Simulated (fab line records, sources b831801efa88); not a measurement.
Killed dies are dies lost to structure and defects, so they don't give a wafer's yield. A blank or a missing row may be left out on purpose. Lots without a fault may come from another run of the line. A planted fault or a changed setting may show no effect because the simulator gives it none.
fab line records | flow sfq_line
record lots=13 wafers=39 last_day=91
route steps=325 shown R5@216 I7@297 M8@318
lots that met no fault: from a run of the same line without faults
start_h: hours from the record's first day to the start of the lot's first wafer shown | wait_h: hours since the lot's step before | " the same as in the row above | L1.1+2: a row that stands for several wafers | - no value, or no start given | * or withheld: withheld | < > ~ a bound
route shown NAME@n: a module of which the file shows steps, and the number in the route of the first | usual: mean/standard deviation of fault-free wafers | same: alike in all rows | chamber/n: place in a boat | sites: the reading at each site | _std_site: their standard deviation | _edge_site: outer sites' mean less inner sites' | radius_mm: how far each site lies from the wafer's centre | mask NAME#n: copy n | behind: the tool/chamber that last shaped the wafer | hold: why the lot was held/for how many hours/how that ended | device: the transistor (n, p or np) that didn't switch | end of line: the same wafers' tests at the end of the route | a step without rows: its recipe alone | killed: dies lost to structure and defects at the first sort, not the wafer's yield | map: a wafer's dies, x killed, . not, _ none there
set.NAME: the setting as run; set.NAME@STEP: as run at that earlier step | model.NAME: the simulator's own value behind a step, which no gauge read
steps of the route over a sample of lots; a table a step, a row a wafer
services: from which hour (start_h, from the record's first day; less than 0 if before it) a tool's chamber was out of use, for how many hours, and why
## steps
# step SFQ_R5_THK_MEAS_934
# recipe thk_meas_gauge=xrf reads=MoNx_of_TRILAYER_R5_DEP_SPUTTER_133
# usual R5_MONX_THK=40.3/0.46
# columns lot.wafer tool chamber start_h wait_h R5_MONX_THK[nm]
L877.3 film_metro-03 - 1207.77 0.1 40.5
L877.4 " - " " 40.6
L877.6 " - " " 41.3
L878.2 film_metro-03 - 1209.60 0.1 40.1
L878.3 " - " " 40.1
L878.5 " - " " 40.2
L879.1 film_metro-02 - 1216.53 0.1 40.1
L879.3 " - " " 40.7
L879.4 " - " " 40.5
L880.2 film_metro-03 - 1228.32 0.1 40.5
L880.5 " - " " 39.6
L880.6 " - " " 40.2
L881.1 film_metro-02 - 1237.97 0.1 39.8
L881.2 " - " " 40.1
L881.4 " - " " 39.7
L882.1 film_metro-02 - 1241.57 0.1 40.0
L882.3 " - " " 40.5
L882.4 " - " " 40.5
L885.3 film_metro-04 - 1279.15 0.1 40.5
L885.4 " - " " 40.2
L885.6 " - " " 40.0
L886.2 film_metro-03 - 1301.11 0.1 41.3
L886.3 " - " " 41.2
L886.6 " - " " 41.5
L895.2 film_metro-02 - 1384.45 0.1 41.0
L895.4 " - " " 40.6
L895.5 " - " " 40.8
L897.1 film_metro-03 - 1446.69 0.1 40.0
L897.5 " - " " 40.1
L897.6 " - " " 40.2
L898.1 film_metro-04 - 1527.15 0.1 40.0
L898.2 " - " " 39.8
L898.6 " - " " 40.0
L899.1 film_metro-03 - 1542.15 0.1 39.7
L899.2 " - " " 39.6
L899.3 " - " " 39.5
L900.1 film_metro-03 - 1546.88 0.1 40.2
L900.3 " - " " 40.4
L900.5 " - " " 40.3
# step SFQ_TRILAYER_I7_CMP_CMP_184
# recipe material=SiO2 down_force_psi=3 platen_rpm=60 pad_velocity_m_s=0.94248
# usual motor_current_A=9.9/1.5 time_to_endpoint_s=217/6.4
# columns lot.wafer tool chamber start_h wait_h motor_current_A time_to_endpoint_s
L877.4 cmp-01 2 1904.27 2.4 12.4 213
L877.3 " 1 1905.77 3.9 9.5 206
L877.6 " 3 1906.77 4.9 8.7 219
L878.3 cmp-01 0 1908.27 4.0 8.3 219
L878.2 " 1 " " 9.8 221
L878.5 " 3 1909.77 5.5 8.1 218
L879.1 cmp-01 2 1913.27 4.2 12.4 208
L879.4 " 0 1914.27 5.2 8.8 217
L879.3 " 1 " " 9.8 208
L880.2 cmp-01 2 1927.00 2.2 12.5 210
L880.6 " 3 " " 8.3 218
L880.5 " 0 " " 8.9 218
L881.1 cmp-02 3 1927.86 0.7 8.6 215
L881.4 " 1 1928.86 1.7 10.2 220
L881.2 " 2 " " 11.5 221
L882.3 cmp-01 0 1930.10 0.5 9.1 210
L882.4 " 1 " " 9.8 213
L882.1 " 2 " " 12.1 205
L885.3 cmp-01 3 1975.48 0.7 8.5 207
L885.4 " 1 1976.48 1.7 9.6 216
L885.6 " 0 1977.98 3.2 8.6 219
L886.2 cmp-01 2 1984.48 1.3 11.6 210
L886.3 " 0 1985.48 2.3 8.7 234
L886.6 " 3 1986.98 3.8 8.9 216
L895.2 cmp-02 3 2063.70 1.7 8.4 213
L895.4 " 0 " " 11.3 240
L895.5 " 1 " " 10.8 229
L897.1 cmp-02 2 2070.70 1.5 11.3 218
L897.6 " 3 " " 8.3 222
L897.5 " 0 " " 10.3 220
L898.2 cmp-01 1 2071.61 0.0 9.6 209
L898.1 " 3 2072.61 1.0 8.5 206
L898.6 " 1 2073.61 2.0 9.4 215
L899.3 cmp-01 1 2082.46 0.0 8.8 224
L899.1 " 2 " " 12.5 208
L899.2 " 3 " " 8.7 228
L900.3 cmp-01 2 2090.16 0.5 11.9 216
L900.1 " 0 2091.16 1.5 8.4 212
L900.5 " 2 2092.16 2.5 11.7 223
# step SFQ_TRILAYER_I7_METRO_MEASURE_185
# usual thk_nm=200.0/0.76
# columns lot.wafer tool chamber start_h wait_h thk_nm
L877.3 film_metro-04 - 1907.79 0.5 201.6
L877.4 " - " " 199.3
L877.6 " - " " 200.6
L878.2 film_metro-03 - 1910.59 0.3 200.8
L878.3 " - " " 200.7
L878.5 " - " " 200.5
L879.1 film_metro-04 - 1916.39 0.1 198.6
L879.3 " - " " 199.2
L879.4 " - " " 199.4
L880.2 film_metro-02 - 1928.82 0.3 200.1
L880.5 " - " " 199.7
L880.6 " - " " 199.9
L881.1 film_metro-03 - 1930.98 0.1 199.4
L881.2 " - " " 199.9
L881.4 " - " " 200.2
L882.1 film_metro-04 - 1932.72 0.1 200.3
L882.3 " - " " 198.7
L882.4 " - " " 199.2
L885.3 film_metro-04 - 1979.00 0.5 199.1
L885.4 " - " " 199.7
L885.6 " - " " 200.4
L886.2 film_metro-04 - 1987.80 0.3 201.0
L886.3 " - " " 181.0
L886.6 " - " " 201.2
L895.2 film_metro-04 - 2066.02 0.3 199.0
L895.4 " - " " 200.4
L895.5 " - " " 199.5
L897.1 film_metro-04 - 2072.32 0.1 200.9
L897.5 " - " " 200.9
L897.6 " - " " 200.8
L898.1 film_metro-02 - 2074.73 0.1 199.3
L898.2 " - " " 197.9
L898.6 " - " " 200.5
L899.1 film_metro-03 - 2085.58 0.1 200.0
L899.2 " - " " 200.5
L899.3 " - " " 201.1
L900.1 film_metro-04 - 2092.78 0.1 200.4
L900.3 " - " " 199.0
L900.5 " - " " 200.6
# step SFQ_TRILAYER_I7_VIA_ETCH_VIA_ETCH_190
# recipe target=SiO2 stop_on=Nb mask_material=PR taper_deg=20 chemistry=CHF3 target_depth_nm=260 source_w=500 bias_w=80 pressure_mtorr=30 time_s=withheld
# usual drypump_motor_current_A=5.8/0.36 oes_product_au=0.854/0.0053
# columns lot.wafer tool chamber start_h wait_h drypump_motor_current_A oes_product_au
L877.3 rie_diel-03 2 1910.92 0.0 5.7 0.855
L877.4 " 3 " " 6.0 0.854
L877.6 " 0 " " 5.2 0.856
L878.2 rie_diel-01 3 1913.92 0.0 5.9 0.863
L878.3 " 0 " " 5.4 0.858
L878.5 " 3 " " 5.8 0.859
L879.1 rie_diel-01 3 2017.12 0.0 5.9 0.852
L879.3 " 1 " " 5.8 0.857
L879.4 " 2 " " 6.2 0.851
L880.2 rie_diel-03 2 2034.80 0.0 5.7 0.854
L880.5 " 1 " " 5.9 0.859
L880.6 " 0 " " 5.2 0.852
L881.1 rie_diel-01 3 2037.20 0.0 5.9 0.853
L881.2 " 1 " " 5.8 0.859
L881.4 " 0 " " 5.4 0.862
L882.1 rie_diel-02 2 2040.80 0.0 6.1 0.852
L882.3 " 3 " " 5.4 0.850
L882.4 " 1 " " 6.0 0.847
L885.3 rie_diel-03 2 2075.46 0.0 5.7 0.865
L885.4 " 1 " " 5.8 0.848
L885.6 " 3 " " 6.0 0.854
L886.2 rie_diel-01 3 2083.86 0.0 5.9 0.863
L886.3 " 2 " " 6.2 0.805
L886.6 " 1 " " 5.8 0.858
L895.2 rie_diel-01 3 2150.41 0.0 5.9 0.861
L895.4 " 1 " " 5.8 0.855
L895.5 " 3 " " 5.9 0.859
L897.1 rie_diel-01 3 2156.41 0.0 5.9 0.854
L897.5 " 2 " " 6.3 0.857
L897.6 " 3 " " 5.8 0.858
L898.1 rie_diel-03 0 2161.21 0.0 5.2 0.843
L898.2 " 2 " " 5.8 0.847
L898.6 " 1 " " 5.8 0.859
L899.1 rie_diel-02 0 2170.81 0.0 5.1 0.852
L899.2 " 3 " " 5.4 0.854
L899.3 " 1 " " 6.0 0.862
L900.1 rie_diel-01 3 2174.41 0.0 5.9 0.852
L900.3 " 1 " " 5.8 0.856
L900.5 " 2 " " 6.2 0.857
# step SFQ_M8_OVL_MEAS_948
# usual M8_OVL=5/5.9
# columns lot.wafer tool chamber start_h wait_h M8_OVL[nm]
L877.3 overlay-02 - 2007.50 0.1 7
L877.4 " - " " -3
L877.6 " - " " 0
L878.2 overlay-01 - 2064.58 0.1 7
L878.3 " - " " 3
L878.5 " - " " 4
L879.1 overlay-01 - 2066.98 0.1 12
L879.3 " - " " 12
L879.4 " - " " 7
L880.2 overlay-01 - 2068.18 0.1 -5
L880.5 " - " " 0
L880.6 " - " " 1
L881.1 overlay-01 - 2069.38 0.1 -5
L881.2 " - " " -4
L881.4 " - " " -2
L882.1 overlay-01 - 2070.58 0.1 1
L882.3 " - " " 3
L882.4 " - " " 10
L885.3 overlay-01 - 2079.62 0.1 -3
L885.4 " - " " 0
L885.6 " - " " 2
L886.2 overlay-01 - 2091.83 0.1 12
L886.3 " - " " 14
L886.6 " - " " 17
L895.2 overlay-02 - 2154.09 0.1 13
L895.4 " - " " 9
L895.5 " - " " 17
L897.1 overlay-01 - 2160.09 0.1 11
L897.5 " - " " 6
L897.6 " - " " 7
L898.1 overlay-02 - 2164.90 0.1 0
L898.2 " - " " 1
L898.6 " - " " -5
L899.1 overlay-02 - 2174.49 0.1 7
L899.2 " - " " 6
L899.3 " - " " 2
L900.1 overlay-02 - 2178.09 0.1 12
L900.3 " - " " 7
L900.5 " - " " 12
# step SFQ_M8_THK_MEAS_950
# recipe thk_meas_gauge=xrf reads=Au_of_TRILAYER_M8_DEP_EVAP_196
# usual M8_AU_THK=179.4/2.2
# columns lot.wafer tool chamber start_h wait_h M8_AU_THK[nm]
L877.3 film_metro-03 - 2008.41 0.1 177.9
L877.4 " - " " 177.9
L877.6 " - " " 178.5
L878.2 film_metro-02 - 2065.49 0.1 182.2
L878.3 " - " " 178.8
L878.5 " - " " 179.8
L879.1 film_metro-03 - 2067.88 0.1 177.7
L879.3 " - " " 176.5
L879.4 " - " " 178.6
L880.2 film_metro-01 - 2069.09 0.1 179.9
L880.5 " - " " 177.1
L880.6 " - " " 177.9
L881.1 film_metro-02 - 2070.28 0.1 178.1
L881.2 " - " " 177.1
L881.4 " - " " 178.2
L882.1 film_metro-02 - 2071.48 0.1 183.8
L882.3 " - " " 182.2
L882.4 " - " " 181.3
L885.3 film_metro-02 - 2080.53 0.1 182.6
L885.4 " - " " 182.4
L885.6 " - " " 180.7
L886.2 film_metro-02 - 2092.74 0.1 181.3
L886.3 " - " " 181.6
L886.6 " - " " 181.9
L895.2 film_metro-01 - 2155.00 0.1 178.4
L895.4 " - " " 177.9
L895.5 " - " " 178.1
L897.1 film_metro-01 - 2160.99 0.1 179.4
L897.5 " - " " 177.4
L897.6 " - " " 179.8
L898.1 film_metro-03 - 2165.80 0.1 178.1
L898.2 " - " " 176.9
L898.6 " - " " 177.0
L899.1 film_metro-03 - 2175.39 0.1 181.5
L899.2 " - " " 182.9
L899.3 " - " " 181.9
L900.1 film_metro-01 - 2178.99 0.1 180.0
L900.3 " - " " 180.0
L900.5 " - " " 180.2
## services
# columns tool chamber start_h hours kind
rie_diel-03 0 1888.98 2.2 repair
rie_diel-03 0 1897.63 6.4 repair
cmp-02 - 1900.07 6.1 pm
cmp-02 - 1907.46 14.4 repair
cmp-02 - 1915.38 0.3 repair
rie_diel-01 - 1919.90 15.6 pm
cmp-01 - 1939.81 4.0 pm
cmp-01 - 1942.96 2.2 repair
film_metro-03 - 1970.49 1.2 pm
film_metro-04 - 1971.95 0.2 pm
rie_diel-01 3 1980.62 4.9 repair
cmp-02 - 1983.09 33.9 repair
cmp-02 - 2017.93 1.6 repair
film_metro-04 - 2023.17 0.5 pm
rie_diel-01 1 2024.01 3.5 repair
film_metro-03 - 2027.27 1.1 pm
cmp-01 - 2054.02 11.8 repair
film_metro-04 - 2054.23 1.8 pm
rie_diel-03 0 2058.77 3.1 repair
film_metro-04 - 2059.51 0.2 pm
rie_diel-01 1 2104.88 23.7 repair
rie_diel-01 0 2118.01 10.5 repair
cmp-01 - 2131.21 2.4 repair
cmp-01 - 2167.61 3.5 pm
## key
first_sign step=SFQ_TRILAYER_I7_METRO_MEASURE_185 reading=thk_nm direction=down sigmas=25 usual=200.0 struck=181.0
effect step=SFQ_TRILAYER_I7_VIA_ETCH_VIA_ETCH_190 reading=oes_product_au direction=down sigmas=9.3 usual=0.854 struck=0.805
met_at SFQ_TRILAYER_I7_CMP_CMP_184
struck_lots L886
struck_wafers L886.3
not_acting_at SFQ_R5_THK_MEAS_934,SFQ_M8_OVL_MEAS_948,SFQ_M8_THK_MEAS_950
fault kind=process_parameter_drift tool=cmp-01 chamber=0 onset_h=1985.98 steps=SFQ_TRILAYER_I7_CMP_CMP_184 channel=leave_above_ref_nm offset=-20 shape=step end_h=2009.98 acts_in=these_recipes_only stated=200
